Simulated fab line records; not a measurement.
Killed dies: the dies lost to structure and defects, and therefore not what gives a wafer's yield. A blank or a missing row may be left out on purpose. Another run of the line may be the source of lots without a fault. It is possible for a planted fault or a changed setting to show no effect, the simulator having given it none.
Matching of chambers :: flow sky130 :: SKY_VIA1_ETCH_14 on rie-diel-04 has 4 sister chambers
The step etches BARC in N2/H2, stops on SiO2, time 45.9 s, target depth 60 nm. 14 wafers are shown with their chamber, then 7 later ones without.

WAFERS WITH THEIR CHAMBER
wafer: L074.1
chamber: 0
drypump-motor-current-A (A): 5.51
oes-product-au (a.u.): 0.853
throttle-valve-pct (%): 13.235

wafer: L074.4
chamber: 3
drypump-motor-current-A (A): 5.76
oes-product-au (a.u.): 0.861
throttle-valve-pct (%): 13.227

wafer: L074.6
chamber: 3
drypump-motor-current-A (A): 5.75
oes-product-au (a.u.): 0.853
throttle-valve-pct (%): 13.235

wafer: L075.3
chamber: 1
drypump-motor-current-A (A): 5.73
oes-product-au (a.u.): 0.855
throttle-valve-pct (%): 13.234

wafer: L075.5
chamber: 1
drypump-motor-current-A (A): 5.72
oes-product-au (a.u.): 0.865
throttle-valve-pct (%): 13.243

wafer: L075.6
chamber: 2
drypump-motor-current-A (A): 5.07
oes-product-au (a.u.): 0.859
throttle-valve-pct (%): 13.219

wafer: L080.1
chamber: 1
drypump-motor-current-A (A): 5.73
oes-product-au (a.u.): 0.858
throttle-valve-pct (%): 13.238

wafer: L080.3
chamber: 0
drypump-motor-current-A (A): 5.53
oes-product-au (a.u.): 0.850
throttle-valve-pct (%): 13.209

wafer: L080.5
chamber: 3
drypump-motor-current-A (A): 5.77
oes-product-au (a.u.): 0.853
throttle-valve-pct (%): 13.229

wafer: L083.1
chamber: 3
drypump-motor-current-A (A): 5.78
oes-product-au (a.u.): 0.865
throttle-valve-pct (%): 13.215

wafer: L083.3
chamber: 1
drypump-motor-current-A (A): 5.72
oes-product-au (a.u.): 0.857
throttle-valve-pct (%): 13.233

wafer: L083.6
chamber: 3
drypump-motor-current-A (A): 5.78
oes-product-au (a.u.): 0.863
throttle-valve-pct (%): 13.233

wafer: L086.4
chamber: 2
drypump-motor-current-A (A): 5.03
oes-product-au (a.u.): 0.854
throttle-valve-pct (%): 13.217

wafer: L086.5
chamber: 1
drypump-motor-current-A (A): 5.75
oes-product-au (a.u.): 0.852
throttle-valve-pct (%): 13.214

SIGNATURES (means of the wafers above)
reading: drypump-motor-current-A
chamber 0: 5.5200
chamber 1: 5.7300
chamber 2: 5.0500
chamber 3: 5.7680
scatter within a chamber: 0.0151

reading: oes-product-au
chamber 0: 0.85150
chamber 1: 0.85740
chamber 2: 0.85650
chamber 3: 0.85900
scatter within a chamber: 0.00488

reading: throttle-valve-pct
chamber 0: 13.22200
chamber 1: 13.23240
chamber 2: 13.21800
chamber 3: 13.22780
scatter within a chamber: 0.0103
Rule: a wafer's distance from a chamber is the root of the sum, over the readings, of the square of ((its reading less the chamber's mean) divided by the reading's scatter). The wafer belongs to the nearest chamber; if the next one is less than 2 further off, it can't be placed. The scatter: the root of (the sum of the squares of (reading less its chamber's mean) over the shown wafers, divided by (wafers less chambers)).

WAFERS WHOSE CHAMBER IS MISSING
wafer: L086.6
drypump-motor-current-A (A): 5.52
oes-product-au (a.u.): 0.848
throttle-valve-pct (%): 13.219

wafer: L095.1
drypump-motor-current-A (A): 5.05
oes-product-au (a.u.): 0.854
throttle-valve-pct (%): 13.231

wafer: L095.3
drypump-motor-current-A (A): 5.77
oes-product-au (a.u.): 0.856
throttle-valve-pct (%): 13.235

wafer: L095.5
drypump-motor-current-A (A): 5.76
oes-product-au (a.u.): 0.861
throttle-valve-pct (%): 13.219

wafer: L097.2
drypump-motor-current-A (A): 5.74
oes-product-au (a.u.): 0.857
throttle-valve-pct (%): 13.223

wafer: L097.3
drypump-motor-current-A (A): 5.02
oes-product-au (a.u.): 0.859
throttle-valve-pct (%): 13.224

wafer: L097.6
drypump-motor-current-A (A): 5.75
oes-product-au (a.u.): 0.855
throttle-valve-pct (%): 13.222

THE CHAMBER EACH PASSED THROUGH
wafer: L086.6
from the rows above: 0
in truth: 0

wafer: L095.1
from the rows above: 2
in truth: 2

wafer: L095.3
from the rows above: can't be placed: 3 or 1
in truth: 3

wafer: L095.5
from the rows above: can't be placed: 3 or 1
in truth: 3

wafer: L097.2
from the rows above: can't be placed: 1 or 3
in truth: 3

wafer: L097.3
from the rows above: 2
in truth: 2

wafer: L097.6
from the rows above: can't be placed: 3 or 1
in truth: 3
Correct placement for 3 of the 7. From these rows, 4 cannot be placed; in 4 the true chamber is one of the candidates. Wrongly placed: 0.
